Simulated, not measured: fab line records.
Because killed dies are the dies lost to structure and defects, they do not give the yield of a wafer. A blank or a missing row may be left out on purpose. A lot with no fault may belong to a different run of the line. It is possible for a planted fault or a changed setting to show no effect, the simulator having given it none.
A lot that was struck, set against a sound lot | flow sky130 | 17 steps out of a route of 708
Sound: these wafers, L190.4, L190.5, L190.6. Struck: wafers L201.2, L201.3, L201.6. The cause comes at the end.
Each step with rows lists, per side, the tool, then ch with its chambers, then its first start. Under that, the readings that differ: sound wafers | struck wafers | difference of the means | sigmas: that difference in standard deviations of wafers without a fault.
alike: words and numbers the same on both sides, and readings whose means are apart by under 2 such deviations; not compared: readings that were withheld, readings missing a value for some wafer, numbers with overlapping values and no deviation given by the record, and bounds like >300 which may hide the same value.
A row with sigmas, a row that says differs or no value, or rows on one side alone: a step with any of these is where the two part. Numbers that don't overlap but have no deviation are shown without sigmas and don't part them. A reading missing from all wafers of one side parts the sides only when that side holds two or more wafers.

SKY_LDD_HVN_OVL_MEAS_07:
  sound: overlay-02 at day 22 13:25; struck: overlay-02 at day 25 18:24
  alike: LDD_HVN_OVL
then, 1 step without rows for these wafers: SKY_LDD_HVN_IMPLANT_08.
SKY_LDD_HVN_STRIP_09: strips in O2/N2.
  sound on plasmaAsher-04 ch 0,1, day 22 13:37; struck on plasmaAsher-02 ch 0,1, day 25 18:35
  alike: drypumpMotorCurrentA, oesProductAu, stripTimeToEndpointS
  not compared: rfHoursCounterH
SKY_LDD_HVN_TW_MEAS_10:
  sound: filmMetro-04 at day 22 13:43; struck: filmMetro-01 at day 25 18:41
reading    | sound          | struck         | difference | sigmas
LDD_HVN_TW | 1454 1460 1456 | 1419 1419 1416 | -39        | -2
then, 7 steps without rows for these wafers: SKY_LDD_HVP_DEHYDRATE_00 (time 60 s); SKY_LDD_HVP_HMDS_01 (prime time 60 s); SKY_LDD_HVP_COAT_02 (resist thk 300 nm); SKY_LDD_HVP_SOFTBAKE_03 (time 60 s); SKY_LDD_HVP_EXPOSE_04 (exposes mask HVPTM, target cd 700 nm); SKY_LDD_HVP_PEB_05; SKY_LDD_HVP_DEVELOP_06 (develop time 60 s).
SKY_LDD_HVP_OVL_MEAS_07:
  sound: overlay-02 at day 23 20:10; struck: overlay-02 at day 26 23:50
  alike: LDD_HVP_OVL
SKY_LDD_HVP_IMPLANT_08:
  sound on implanter-04 ch 0, day 23 20:16; struck on implanter-03 ch 0, day 26 23:53
reading          | sound                           | struck                           | difference  | sigmas
doseIonsCm2      | 1.6976e+13 1.696e+13 1.6975e+13 | 1.1056e+13 1.1055e+13 1.1086e+13 | -5.9047e+12 | -99 or more
faradayCurrentUA | 95.0 93.0 92.9                  | 62.1 62.3 60.9                   | -31.9       | -17
SKY_LDD_HVP_STRIP_09: strips in O2/N2.
  sound on plasmaAsher-02 ch 0,1, day 23 20:22; struck on plasmaAsher-02 ch 0,1, day 27 00:01
  alike: drypumpMotorCurrentA, oesProductAu, stripTimeToEndpointS
  not compared: rfHoursCounterH
SKY_LDD_HVP_TW_MEAS_10:
  sound: filmMetro-01 at day 23 20:28; struck: filmMetro-03 at day 27 00:08
reading    | sound       | struck      | difference | sigmas
LDD_HVP_TW | 453 450 450 | 405 407 405 | -45        | -9
then, 1 step without rows for these wafers: SKY_LDD_LDN_DEHYDRATE_00 (time 60 s).
-- here the record skips 23 days between the struck wafers' starts before and after, leaving off in module LDD_LDN and picking up in module PAD_OPEN (first step shown: number 708 of the route) --
SKY_PAD_OPEN_PROBE_99:
  sound: prober-01 at day 47 11:53; struck: prober-02 at day 49 15:49
reading                               | sound                | struck               | difference | sigmas
killedAtFrontEnd                      | 12 12 15             | 27 22 18             | +9         | +2
model.etest.tip_p_5v.rsOhmSq          | 2868 2874 2901       | 3919 3974 3896       | +1049      | 
model.etest.pfetG5v0d10v5.rOnOhmUm    | 4679 4712 4742       | 4880 4910 4899       | +185       | 
model.etest.pfetG5v0d10v5.driveUaUm   | 345.2 340.4 344.8    | 330.4 329.3 330.2    | -13.5      | 
model.etest.pfetG5v0d10v5.offLog10AUm | -12.62 -12.96 -12.88 | -13.02 -13.18 -13.06 | -0.27      | 
  alike: killed_at_M0_to_M3, killed_at_M4_up, killedAtContacts, killedAtOther, killedDies, killedOnRim, killedOpen, killedShort
  not compared: model.etest.tip_p_5v.rsOhmSqRange, model.etest.pfetG5v0d10v5.vtSatV

## WHERE THEY PART
Last at SKY_PAD_OPEN_PROBE_99 as far as this record goes, first at SKY_LDD_HVN_TW_MEAS_10.

WHY: whatever the simulator had introduced
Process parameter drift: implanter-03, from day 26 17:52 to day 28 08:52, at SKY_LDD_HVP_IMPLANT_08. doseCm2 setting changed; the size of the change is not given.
